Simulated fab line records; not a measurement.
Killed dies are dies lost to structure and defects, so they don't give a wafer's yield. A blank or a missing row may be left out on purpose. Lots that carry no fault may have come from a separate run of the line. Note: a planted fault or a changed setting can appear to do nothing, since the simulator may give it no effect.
Problem report in the 8D (eight disciplines) form, filled by code | flow sky130 | the parts of the form that need people (team, actions taken, sign-off) are left out

== 1. THE PROBLEM ==
Wafers without a fault read 119.14 s, standard deviation 0.14; run-length-s at SKY_VIA2_SOFTBAKE_08 reads a mean of 103.28 s on 6 wafers belonging to 2 lots. That is -99 or more standard deviations from the usual mean.
The step: time 90 s.
Seen first at day 40 23:00 on litho-track-02, wafer L862.1. The record has a number at this step for 36 wafers belonging to 12 lots. By rule, "out" or "out of limits" means more than 4 standard deviations away from the usual mean. All remaining wafers that have a number are taken as sound.

== 2. WHAT IT IS AND WHAT IT IS NOT ==
question                    | is                                 | is not
which readings at this step | run-length-s, heater-power-total-W | -
which lots                  | L862, L863                         | L844, L846, L847, L848, L849, L850, L851, L855, L856, L857
which wafers of those lots  | all that have a number             | -
read on which tools         | litho-track-02                     | litho-track-03
when                        | from day 40 23:00                  | up to then (30 sound wafers)

== 3. SUSPECTS, AND WHAT RULES EACH OUT ==
Counting: any tool at a process step up to the reading is kept as a suspect provided that every lot that is out went through it and no sound lot did after the first of them.
- plasma-asher-02 at SKY_METAL2_STRIP_20 (strips in O2/N2): kept. It processed each lot that is out, first L862 at day 40 10:25, and no sound lot thereafter; up to then, the last sound lot it processed was L857 at day 40 05:34.
- litho-track-02 at SKY_VIA2_SOFTBAKE_08 (time 90 s): kept. It processed each lot that is out, first L862 at day 40 23:00, and no sound lot thereafter; up to then, the last sound lot it processed was L856 at day 39 11:00. On those wafers its own readings are out: heater-power-total-W, run-length-s.
What counting leaves: plasma-asher-02 at SKY_METAL2_STRIP_20 and litho-track-02 at SKY_VIA2_SOFTBAKE_08.

== 4. THE CAUSE (what the simulator had put in) ==
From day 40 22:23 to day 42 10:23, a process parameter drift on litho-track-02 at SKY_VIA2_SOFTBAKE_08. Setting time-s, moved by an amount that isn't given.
Of the 2 suspects that counting leaves, this tool is one.

== 5. THE EFFECT CHAIN, in route order ==
Rows list readings where the struck wafers' mean (over those with a number) sits beyond 3 standard deviations from the usual. Only readings for which the record gives a usual standard deviation are gone through. hours: the time from each lot's start at the first step in this table that gives one to its start at this step, as a median over the lots. sigmas: the change in usual standard deviations.
hours | step                 | reading              | usual    | on struck wafers | change | sigmas
0     | SKY_VIA2_SOFTBAKE_08 | heater-power-total-W | 57.36 W  | 61.17            | +3.81  | +35
0     | SKY_VIA2_SOFTBAKE_08 | run-length-s         | 119.14 s | 103.28           | -15.86 | -99 or more
It contains these process steps:
- SKY_VIA2_SOFTBAKE_08: time 90 s.

== 6. HOW IT WOULD HAVE BEEN CAUGHT EARLIER ==
In this record the first reading out of limits was taken at day 40 23:00, 1 hour after the fault began at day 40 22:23.
